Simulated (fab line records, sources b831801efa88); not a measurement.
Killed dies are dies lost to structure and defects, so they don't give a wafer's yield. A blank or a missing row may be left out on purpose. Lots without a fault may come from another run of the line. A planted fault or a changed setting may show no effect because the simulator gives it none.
fab line records | flow gf180mcu
record lots=24 wafers=72 last_day=35
route steps=602 shown LVPWELL@64 MVSD@77 VT_IMPLANT@108 POLY_GATE@158 HV_LDD@228 M2@376
lots that met no fault: from a run of the same line without faults
start_h: hours from the record's first day to the start of the lot's first wafer shown | wait_h: hours since the lot's step before | " the same as in the row above | L1.1+2: a row that stands for several wafers | - no value, or no start given | * or withheld: withheld | < > ~ a bound
route shown NAME@n: a module of which the file shows steps, and the number in the route of the first | usual: mean/standard deviation of fault-free wafers | same: alike in all rows | chamber/n: place in a boat | sites: the reading at each site | _std_site: their standard deviation | _edge_site: outer sites' mean less inner sites' | radius_mm: how far each site lies from the wafer's centre | mask NAME#n: copy n | behind: the tool/chamber that last shaped the wafer | hold: why the lot was held/for how many hours/how that ended | device: the transistor (n, p or np) that didn't switch | end of line: the same wafers' tests at the end of the route | a step without rows: its recipe alone | killed: dies lost to structure and defects at the first sort, not the wafer's yield | map: a wafer's dies, x killed, . not, _ none there
set.NAME: the setting as run; set.NAME@STEP: as run at that earlier step | model.NAME: the simulator's own value behind a step, which no gauge read
steps of the route over a sample of lots; a table a step, a row a wafer
services: from which hour (start_h, from the record's first day; less than 0 if before it) a tool's chamber was out of use, for how many hours, and why
## steps
# step GF_LVPWELL_STRIP_10
# recipe chemistry=O2/N2 power_w=1400 pressure_mtorr=1500 platen_temp_c=250 o2_flow_sccm=3000 n2_flow_sccm=300 overash_fraction=0.5
# usual drypump_motor_current_A=5.7/0.43 heater_power_w=335/45 n2_flow_sccm=300.0/0.91 oes_product_au=0.723/0.0044 strip_time_to_endpoint_s=36.99/0.12
# columns lot.wafer tool chamber start_h wait_h drypump_motor_current_A heater_power_w n2_flow_sccm oes_product_au rf_hours_counter_h strip_time_to_endpoint_s
L074.1 plasma_asher-04 1 71.44 0.1 5.5 380 299.9 0.732 37 37.11
L074.2 " 0 " " 5.7 345 300.4 0.726 37 37.11
L074.4 " 0 " " 5.6 351 300.1 0.721 - 37.14
L075.1 plasma_asher-04 1 75.85 0.1 5.5 389 299.3 0.726 37 37.08
L075.5 " 1 " " 5.5 389 299.4 0.720 - 37.20
L075.6 " 0 " " 5.6 343 298.8 0.724 - 37.19
L076.1 plasma_asher-04 0 82.74 0.1 5.6 349 298.9 0.716 38 36.94
L076.3 " 1 " " 5.5 396 300.2 0.724 - 36.91
L076.6 " 1 " " 5.5 394 300.9 0.726 - 36.91
L077.2 plasma_asher-02 0 89.05 0.1 6.5 372 299.2 0.725 45 36.84
L077.3 " 0 " " 6.5 367 300.6 0.738 - 36.89
L077.4 " 1 " " 6.1 269 299.8 0.728 - 36.84
L078.1 plasma_asher-01 1 94.90 0.1 5.1 317 298.8 0.717 44 36.91
L078.2 " 0 " " 5.6 261 300.2 0.725 44 36.91
L078.3 " 0 " " 5.6 263 299.5 0.730 - 36.88
L079.1 plasma_asher-02 1 98.90 0.1 6.1 273 299.1 0.726 46 37.01
L079.4 " 1 " " 6.1 276 299.5 0.724 - 36.93
L079.5 " 0 " " 6.5 361 301.0 0.726 - 37.01
L080.1 plasma_asher-02 1 105.40 0.1 6.1 278 299.7 0.721 47 36.92
L080.3 " 1 " " 6.1 273 299.0 0.720 - 36.71
L080.4 " 0 " " 6.5 369 299.1 0.720 - 36.85
L081.2 plasma_asher-04 0 111.00 0.1 5.7 356 299.5 0.720 41 36.88
L081.3 " 1 " " 5.5 389 299.7 0.724 - 36.75
L081.5 " 1 " " 5.5 383 301.3 0.724 - 36.69
L082.1 plasma_asher-04 0 117.85 0.1 5.7 338 299.3 0.725 42 37.22
L082.2 " 1 " " 5.5 378 302.3 0.723 42 37.17
L082.4 " 1 " " 5.5 388 300.4 0.724 - 37.21
L083.1 plasma_asher-01 0 123.50 0.1 5.6 264 300.1 0.723 47 36.87
L083.5 " 1 " " 5.1 316 300.4 0.727 - 36.92
L083.6 " 0 " " 5.6 270 299.8 0.714 - 36.85
L084.4 plasma_asher-02 1 125.97 0.1 6.1 306 298.8 0.723 - 37.02
L084.5 " 0 " " 6.5 394 302.2 0.716 - 37.03
L084.6 " 1 " " 6.1 308 299.4 0.715 - 37.03
L085.1 plasma_asher-01 1 135.87 0.1 5.1 315 299.7 0.723 48 37.13
L085.2 " 0 " " 5.6 262 300.4 0.714 48 37.02
L085.6 " 1 " " 5.1 312 299.1 0.719 - 37.13
L086.3 plasma_asher-02 0 139.22 0.1 6.5 394 297.2 0.716 - 37.06
L086.4 " 1 " " 6.1 307 298.4 0.722 - 37.05
L086.6 " 1 " " 6.1 304 300.3 0.722 - 37.11
L087.1 plasma_asher-02 0 144.95 0.1 6.5 391 300.7 0.730 3 36.98
L087.4 " 1 " " 6.1 305 299.1 0.725 - 36.95
L087.6 " 1 " " 6.1 305 298.8 0.722 - 36.79
L088.2 plasma_asher-04 1 154.80 0.1 5.5 381 301.4 0.723 46 37.11
L088.4 " 1 " " 5.5 386 299.6 0.714 - 37.01
L088.6 " 1 " " 5.4 392 300.5 0.724 - 37.12
L089.2 plasma_asher-02 0 156.48 0.1 6.5 400 301.0 0.724 4 37.18
L089.3 " 0 " " 6.5 400 299.9 0.731 - 37.10
L089.4 " 1 " " 6.1 304 300.0 0.724 - 37.01
L090.3 plasma_asher-04 1 161.78 0.1 5.5 381 299.5 0.721 - 37.04
L090.4 " 0 " " 5.6 334 299.9 0.719 - 36.91
L090.5 " 1 " " 5.5 380 299.9 0.725 - 37.00
L091.1 plasma_asher-01 0 166.35 0.1 5.6 265 299.1 0.723 51 37.05
L091.5 " 1 " " 5.1 311 299.4 0.724 - 37.07
L091.6 " 0 " " 5.6 269 299.4 0.723 - 36.93
L092.1 plasma_asher-04 0 174.92 0.1 5.7 349 298.8 0.719 48 37.05
L092.2 " 1 " " 5.5 380 299.5 0.719 48 37.09
L092.5 " 0 " " 5.6 337 299.8 0.731 - 37.00
L093.2 plasma_asher-01 0 180.08 0.1 5.6 264 301.1 0.718 52 36.89
L093.4 " 0 " " 5.6 266 299.7 0.721 - 37.04
L093.6 " 1 " " 5.1 314 299.8 0.721 - 36.96
L094.1 plasma_asher-04 1 183.13 0.1 5.5 387 300.5 0.717 49 37.01
L094.5 " 1 " " 5.5 382 298.8 0.722 - 36.95
L094.6 " 0 " " 5.7 344 300.4 0.720 - 36.95
L095.1 plasma_asher-04 0 189.78 0.1 5.6 338 300.2 0.728 49 36.89
L095.3 " 0 " " 5.7 334 301.3 0.727 - 37.07
L095.4 " 1 " " 5.5 378 301.8 0.721 - 36.95
L096.1 plasma_asher-01 0 195.42 0.1 5.6 266 300.0 0.722 54 36.98
L096.5 " 0 " " 5.6 265 300.1 0.722 - 37.10
L096.6 " 1 " " 5.1 307 298.2 0.726 - 36.96
L097.1 plasma_asher-01 0 200.68 0.1 5.6 263 298.8 0.734 54 36.93
L097.2 " 1 " " 5.1 308 299.4 0.715 54 36.99
L097.4 " 0 " " 5.6 268 299.4 0.723 - 36.83
# step GF_MVSD_TW_MEAS_11
# usual MVSD_TW=1566/13
# columns lot.wafer tool chamber start_h wait_h MVSD_TW
L074.1 film_metro-02 - 86.34 0.1 1566
L074.2 " - " " 1563
L074.4 " - " " 1559
L075.1 film_metro-02 - 90.84 0.1 1573
L075.5 " - " " 1575
L075.6 " - " " 1571
L076.1 film_metro-03 - 98.04 0.1 1562
L076.3 " - " " 1556
L076.6 " - " " 1556
L077.2 film_metro-03 - 103.65 0.1 1562
L077.3 " - " " 1565
L077.4 " - " " 1559
L078.1 film_metro-03 - 110.29 0.1 1552
L078.2 " - " " 1560
L078.3 " - " " 1560
L079.1 film_metro-02 - 114.19 0.1 1572
L079.4 " - " " 1565
L079.5 " - " " 1563
L080.1 film_metro-03 - 121.08 0.1 1551
L080.3 " - " " 1557
L080.4 " - " " 1560
L081.2 film_metro-02 - 126.31 0.1 1566
L081.3 " - " " 1565
L081.5 " - " " 1566
L082.1 film_metro-03 - 134.24 0.1 1553
L082.2 " - " " 1555
L082.4 " - " " 1556
L083.1 film_metro-03 - 139.89 0.1 1551
L083.5 " - " " 1558
L083.6 " - " " 1553
L084.4 film_metro-02 - 142.23 0.1 1563
L084.5 " - " " 1560
L084.6 " - " " 1566
L085.1 film_metro-04 - 152.49 0.1 1596
L085.2 " - " " 1594
L085.6 " - " " 1591
L086.3 film_metro-02 - 155.65 0.1 1583
L086.4 " - " " 1578
L086.6 " - " " 1576
L087.1 film_metro-03 - 162.03 0.1 1555
L087.4 " - " " 1555
L087.6 " - " " 1554
L088.2 film_metro-03 - 171.70 0.1 1549
L088.4 " - " " 1552
L088.6 " - " " 1555
L089.2 film_metro-03 - 174.19 0.1 1562
L089.3 " - " " 1557
L089.4 " - " " 1554
L090.3 film_metro-02 - 179.37 0.1 1570
L090.4 " - " " 1568
L090.5 " - " " 1572
L091.1 film_metro-03 - 183.58 0.1 1550
L091.5 " - " " 1555
L091.6 " - " " 1552
L092.1 film_metro-03 - 193.15 0.1 1552
L092.2 " - " " 1556
L092.5 " - " " 1561
L093.2 film_metro-02 - 197.59 0.1 1571
L093.4 " - " " 1574
L093.6 " - " " 1575
L094.1 film_metro-02 - 201.13 0.1 1561
L094.5 " - " " 1570
L094.6 " - " " 1563
L095.1 film_metro-04 - 207.89 0.1 1593
L095.3 " - " " 1588
L095.4 " - " " 1595
L096.1 film_metro-04 - 213.54 0.1 1593
L096.5 " - " " 1599
L096.6 " - " " 1591
L097.1 film_metro-02 - 219.69 0.1 1564
L097.2 " - " " 1573
L097.4 " - " " 1564
# step GF_VT_IMPLANT_OVL_MEAS_18
# usual VT_IMPLANT_01_OVL=-0.3/1.4
# columns lot.wafer tool chamber start_h wait_h VT_IMPLANT_01_OVL[nm]
L074.1 overlay-01 - 132.28 0.1 -0.4
L074.2 " - " " -0.7
L074.4 " - " " 1.4
L075.1 overlay-02 - 137.20 0.1 -2.8
L075.5 " - " " -2.7
L075.6 " - " " -2.7
L076.1 overlay-02 - 144.26 0.1 0.3
L076.3 " - " " -0.6
L076.6 " - " " -0.3
L077.2 overlay-01 - 150.76 0.1 -0.6
L077.3 " - " " -1.1
L077.4 " - " " -1.3
L078.1 overlay-02 - 158.30 0.1 -1.9
L078.2 " - " " 0.3
L078.3 " - " " 0.1
L079.1 overlay-02 - 163.23 0.1 -1.1
L079.4 " - " " 0.9
L079.5 " - " " -1.2
L080.1 overlay-01 - 170.26 0.1 0.7
L080.3 " - " " 0.5
L080.4 " - " " -2.0
L081.2 overlay-02 - 175.41 0.1 -1.4
L081.3 " - " " -2.8
L081.5 " - " " -2.8
L082.1 overlay-02 - 183.95 0.1 -0.9
L082.2 " - " " -0.7
L082.4 " - " " -1.7
L083.1 overlay-01 - 191.11 0.1 -0.7
L083.5 " - " " -0.6
L083.6 " - " " -0.6
L084.4 overlay-01 - 192.45 0.1 -0.7
L084.5 " - " " 0.2
L084.6 " - " " -1.4
L085.1 overlay-01 - 204.25 0.1 -0.3
L085.2 " - " " 0.7
L085.6 " - " " 1.1
L086.3 overlay-01 - 207.77 0.1 0.5
L086.4 " - " " 2.1
L086.6 " - " " -0.8
L087.1 overlay-01 - 214.61 0.1 0.4
L087.4 " - " " -0.6
L087.6 " - " " -1.0
L088.2 overlay-02 - 224.11 0.1 0.8
L088.4 " - " " 1.2
L088.6 " - " " 1.5
L089.2 overlay-02 - 228.46 0.1 -0.6
L089.3 " - " " 0.8
L089.4 " - " " -2.8
L090.3 overlay-01 - 232.56 0.1 2.2
L090.4 " - " " 2.0
L090.5 " - " " 2.5
L091.1 overlay-02 - 239.20 0.1 1.3
L091.5 " - " " -2.1
L091.6 " - " " -1.2
L092.1 overlay-02 - 249.10 0.1 0.6
L092.2 " - " " 0.3
L092.5 " - " " 1.2
L093.2 overlay-02 - 253.46 0.1 0.9
L093.4 " - " " 1.4
L093.6 " - " " -1.0
L094.1 overlay-02 - 258.56 0.1 2.2
L094.5 " - " " -0.9
L094.6 " - " " 1.6
L095.1 overlay-02 - 265.43 0.1 -0.3
L095.3 " - " " -1.5
L095.4 " - " " -1.4
L096.1 overlay-01 - 271.46 0.1 -0.5
L096.5 " - " " 2.1
L096.6 " - " " 0.9
L097.1 overlay-01 - 277.56 0.1 0.8
L097.2 " - " " 0.6
L097.4 " - " " -0.8
# step GF_POLY_GATE_THK_MEAS_01
# recipe reads=poly-Si_of_POLY_GATE_CVD_00
# usual POLY_GATE_CVD_00_THK=200.1/2
# columns lot.wafer tool chamber start_h wait_h POLY_GATE_CVD_00_THK[nm]
L074.1 film_metro-01 - 190.85 0.0 201.3
L074.2 " - " " 201.8
L074.4 " - " " 202.9
L075.1 film_metro-02 - 196.47 0.0 195.9
L075.5 " - " " 196.3
L075.6 " - " " 197.3
L076.1 film_metro-04 - 203.06 0.0 199.1
L076.3 " - " " 199.9
L076.6 " - " " 199.0
L077.2 film_metro-01 - 208.81 0.0 196.7
L077.3 " - " " 196.7
L077.4 " - " " 196.3
L078.1 film_metro-04 - 216.62 0.0 201.7
L078.2 " - " " 201.6
L078.3 " - " " 199.4
L079.1 film_metro-04 - 223.79 0.0 199.3
L079.4 " - " " 200.1
L079.5 " - " " 198.7
L080.1 film_metro-02 - 229.40 0.0 200.8
L080.3 " - " " 201.2
L080.4 " - " " 200.3
L081.2 film_metro-01 - 235.33 0.0 201.7
L081.3 " - " " 201.9
L081.5 " - " " 202.9
L082.1 film_metro-04 - 245.40 0.0 198.8
L082.2 " - " " 197.4
L082.4 " - " " 199.0
L083.1 film_metro-04 - 252.63 0.0 203.5
L083.5 " - " " 201.8
L083.6 " - " " 203.8
L084.4 film_metro-04 - 254.22 0.0 199.8
L084.5 " - " " 199.3
L084.6 " - " " 199.6
L085.1 film_metro-01 - 267.89 0.0 204.2
L085.2 " - " " 204.3
L085.6 " - " " 203.6
L086.3 film_metro-02 - 271.74 0.0 198.8
L086.4 " - " " 199.5
L086.6 " - " " 197.5
L087.1 film_metro-02 - 278.13 0.0 201.3
L087.4 " - " " 200.5
L087.6 " - " " 201.4
L088.2 film_metro-01 - 286.77 0.0 200.3
L088.4 " - " " 199.8
L088.6 " - " " 198.8
L089.2 film_metro-02 - 295.33 0.0 199.9
L089.3 " - " " 201.3
L089.4 " - " " 200.9
L090.3 film_metro-01 - 299.11 0.0 199.7
L090.4 " - " " 200.8
L090.5 " - " " 200.6
L091.1 film_metro-02 - 306.54 0.0 199.1
L091.5 " - " " 197.6
L091.6 " - " " 198.1
L092.1 film_metro-01 - 316.57 0.0 198.4
L092.2 " - " " 201.3
L092.5 " - " " 200.4
L093.2 film_metro-01 - 320.74 0.0 199.2
L093.4 " - " " 200.4
L093.6 " - " " 199.0
L094.1 film_metro-01 - 326.35 0.0 199.6
L094.5 " - " " 202.0
L094.6 " - " " 201.0
L095.1 film_metro-01 - 332.74 0.0 199.9
L095.3 " - " " 199.7
L095.4 " - " " 198.9
L096.1 film_metro-02 - 341.96 0.0 201.1
L096.5 " - " " 202.2
L096.6 " - " " 200.6
L097.1 film_metro-01 - 347.78 0.0 199.4
L097.2 " - " " 199.2
L097.4 " - " " 199.9
# step GF_HV_LDD_RTA_52
# recipe temp_c=1000 time_s=10 ambient=N2
# usual lamp_power_pct=32.8/1.8 wafer_temp_C_max=1006.1/1.1
# columns lot.wafer tool chamber start_h wait_h lamp_power_pct wafer_temp_C_max
L074.1 rtp_anneal-02 0 290.95 0.0 35.8 1005.3
L074.2 " 0 " " 35.9 1004.9
L074.4 " 0 " " 35.9 1005.5
L075.1 rtp_anneal-02 0 295.12 0.0 35.9 1004.2
L075.5 " 0 " " 35.9 1006.0
L075.6 " 0 " " 35.9 1005.8
L076.1 rtp_anneal-01 0 303.76 0.0 31.8 1009.0
L076.3 " 0 " " 31.8 1007.1
L076.6 " 0 " " 31.8 1005.9
L077.2 rtp_anneal-02 0 312.46 0.0 35.9 1004.1
L077.3 " 0 " " 35.9 1004.5
L077.4 " 0 " " 35.9 1005.5
L078.1 rtp_anneal-01 0 317.85 0.0 31.8 1005.8
L078.2 " 0 " " 31.8 1005.5
L078.3 " 0 " " 31.8 1005.2
L079.1 rtp_anneal-01 0 328.39 0.0 31.7 1004.8
L079.4 " 0 " " 31.8 1007.9
L079.5 " 0 " " 31.7 1006.0
L080.1 rtp_anneal-02 0 335.17 0.0 35.8 1005.2
L080.3 " 0 " " 35.9 1005.6
L080.4 " 0 " " 35.9 1004.9
L081.2 rtp_anneal-01 0 340.87 0.0 31.8 1006.8
L081.3 " 0 " " 31.8 1007.6
L081.5 " 0 " " 31.8 1005.4
L082.1 rtp_anneal-02 0 351.61 0.0 35.9 1005.6
L082.2 " 0 " " 35.9 1004.7
L082.4 " 0 " " 35.9 1007.6
L083.1 rtp_anneal-01 0 359.97 0.0 31.8 1007.9
L083.5 " 0 " " 31.8 1006.4
L083.6 " 0 " " 31.8 1007.8
L084.4 rtp_anneal-01 0 363.34 0.0 31.8 1006.3
L084.5 " 0 " " 31.8 1006.1
L084.6 " 0 " " 31.8 1006.2
L085.1 rtp_anneal-02 0 380.25 0.0 35.9 1005.7
L085.2 " 0 " " 35.9 1004.1
L085.6 " 0 " " 35.8 1004.8
L086.3 rtp_anneal-01 0 385.08 0.0 31.8 1005.5
L086.4 " 0 " " 31.8 1008.0
L086.6 " 0 " " 31.8 1005.0
L087.1 rtp_anneal-01 0 392.15 0.0 31.8 1005.0
L087.4 " 0 " " 31.8 1005.5
L087.6 " 0 " " 31.8 1006.9
L088.2 rtp_anneal-01 0 400.63 0.0 31.7 1006.5
L088.4 " 0 " " 31.8 1005.4
L088.6 " 0 " " 31.8 1007.1
L089.2 rtp_anneal-01 0 410.91 0.0 31.8 1004.3
L089.3 " 0 " " 31.8 1006.9
L089.4 " 0 " " 31.8 1006.9
L090.3 rtp_anneal-01 0 417.79 0.0 31.8 1007.8
L090.4 " 0 " " 31.8 1005.8
L090.5 " 0 " " 31.7 1007.1
L091.1 rtp_anneal-01 0 423.90 0.0 31.8 1007.2
L091.5 " 0 " " 31.7 1008.7
L091.6 " 0 " " 31.8 1006.2
L092.1 rtp_anneal-01 0 435.20 0.0 31.8 1004.4
L092.2 " 0 " " 31.8 1007.1
L092.5 " 0 " " 31.8 1005.3
L093.2 rtp_anneal-01 0 442.26 0.0 31.8 1005.3
L093.4 " 0 " " 31.8 1007.7
L093.6 " 0 " " 31.8 1007.1
L094.1 rtp_anneal-01 0 446.61 0.0 31.8 1007.9
L094.5 " 0 " " 31.7 1007.0
L094.6 " 0 " " 31.8 1006.5
L095.1 rtp_anneal-01 0 454.55 0.0 31.8 1006.0
L095.3 " 0 " " 31.8 1007.3
L095.4 " 0 " " 31.8 1006.2
L096.1 rtp_anneal-01 0 462.12 0.0 31.8 1005.4
L096.5 " 0 " " 31.8 1005.8
L096.6 " 0 " " 31.8 1006.5
L097.1 rtp_anneal-01 0 472.02 0.0 31.8 1006.2
L097.2 " 0 " " 31.9 1007.1
L097.4 " 0 " " 31.8 1005.4
# step GF_M2_CD_MEAS_14
# recipe target_cd_nm=280
# usual cd_nm=280.0/1.2
# columns lot.wafer tool chamber start_h wait_h cd_nm
L074.1 cd_sem-01 - 460.89 0.1 278.9
L074.2 " - " " 277.7
L074.4 " - " " 277.9
L075.1 cd_sem-01 - 467.24 0.1 281.3
L075.5 " - " " 281.1
L075.6 " - " " 281.9
L076.1 cd_sem-01 - 477.75 0.2 280.6
L076.3 " - " " 281.0
L076.6 " - " " 280.3
L077.2 cd_sem-01 - 485.97 0.1 278.6
L077.3 " - " " 279.4
L077.4 " - " " 279.3
L078.1 cd_sem-01 - 492.60 0.1 279.5
L078.2 " - " " 279.8
L078.3 " - " " 280.0
L079.1 cd_sem-01 - 508.20 0.1 280.1
L079.4 " - " " 280.8
L079.5 " - " " 281.6
L080.1 cd_sem-01 - 512.01 0.2 280.5
L080.3 " - " " 279.7
L080.4 " - " " 279.9
L081.2 cd_sem-02 - 520.17 0.1 277.6
L081.3 " - " " 277.5
L081.5 " - " " 277.5
L082.1 cd_sem-01 - 531.65 0.1 279.9
L082.2 " - " " 280.8
L082.4 " - " " 281.4
L083.1 cd_sem-01 - 538.20 0.1 278.8
L083.5 " - " " 277.7
L083.6 " - " " 278.2
L084.4 cd_sem-01 - 541.85 0.1 279.7
L084.5 " - " " 280.1
L084.6 " - " " 280.1
L085.1 cd_sem-01 - 557.50 0.1 278.8
L085.2 " - " " 279.6
L085.6 " - " " 279.5
L086.3 cd_sem-02 - 564.74 0.1 278.5
L086.4 " - " " 277.8
L086.6 " - " " 278.0
L087.1 cd_sem-02 - 570.79 0.1 279.9
L087.4 " - " " 280.1
L087.6 " - " " 279.7
L088.2 cd_sem-01 - 578.86 0.1 280.6
L088.4 " - " " 280.8
L088.6 " - " " 280.2
L089.2 cd_sem-02 - 588.07 0.2 279.8
L089.3 " - " " 280.5
L089.4 " - " " 281.3
L090.3 cd_sem-02 - 593.44 0.1 281.8
L090.4 " - " " 282.0
L090.5 " - " " 281.8
L091.1 cd_sem-01 - 600.49 0.1 280.6
L091.5 " - " " 281.6
L091.6 " - " " 281.3
L092.1 cd_sem-01 - 609.35 0.1 281.9
L092.2 " - " " 281.4
L092.5 " - " " 282.0
L093.2 cd_sem-02 - 615.71 0.1 278.6
L093.4 " - " " 279.4
L093.6 " - " " 279.8
L094.1 cd_sem-01 - 619.05 0.1 280.5
L094.5 " - " " 281.0
L094.6 " - " " 279.9
L095.1 cd_sem-02 - 625.94 0.1 278.9
L095.3 " - " " 279.4
L095.4 " - " " 279.8
L096.1 cd_sem-02 - 633.50 0.1 280.2
L096.5 " - " " 280.0
L096.6 " - " " 280.4
L097.1 cd_sem-01 - 640.10 0.1 280.7
L097.2 " - " " 279.2
L097.4 " - " " 279.7
## services
# columns tool chamber start_h hours kind
plasma_asher-02 - 108.75 9.0 pm
plasma_asher-02 0 108.75 9.0 vent_cycle
plasma_asher-02 1 108.75 9.0 vent_cycle
plasma_asher-02 0 117.75 - clean
plasma_asher-02 1 117.75 - clean
plasma_asher-01 - 173.59 2.8 pm
plasma_asher-02 - 229.50 0.8 repair
plasma_asher-01 - 289.07 14.6 pm
plasma_asher-01 - 309.36 6.8 repair
rtp_anneal-01 - 375.65 1.1 pm
rtp_anneal-02 - 381.13 109.0 repair
plasma_asher-01 - 421.25 9.0 pm
plasma_asher-01 0 421.25 9.0 vent_cycle
plasma_asher-01 1 421.25 9.0 vent_cycle
plasma_asher-01 0 430.25 - clean
plasma_asher-01 1 430.25 - clean
plasma_asher-04 - 433.23 0.3 repair
plasma_asher-04 - 436.27 2.4 repair
plasma_asher-02 - 471.12 6.0 repair
## key
fault none
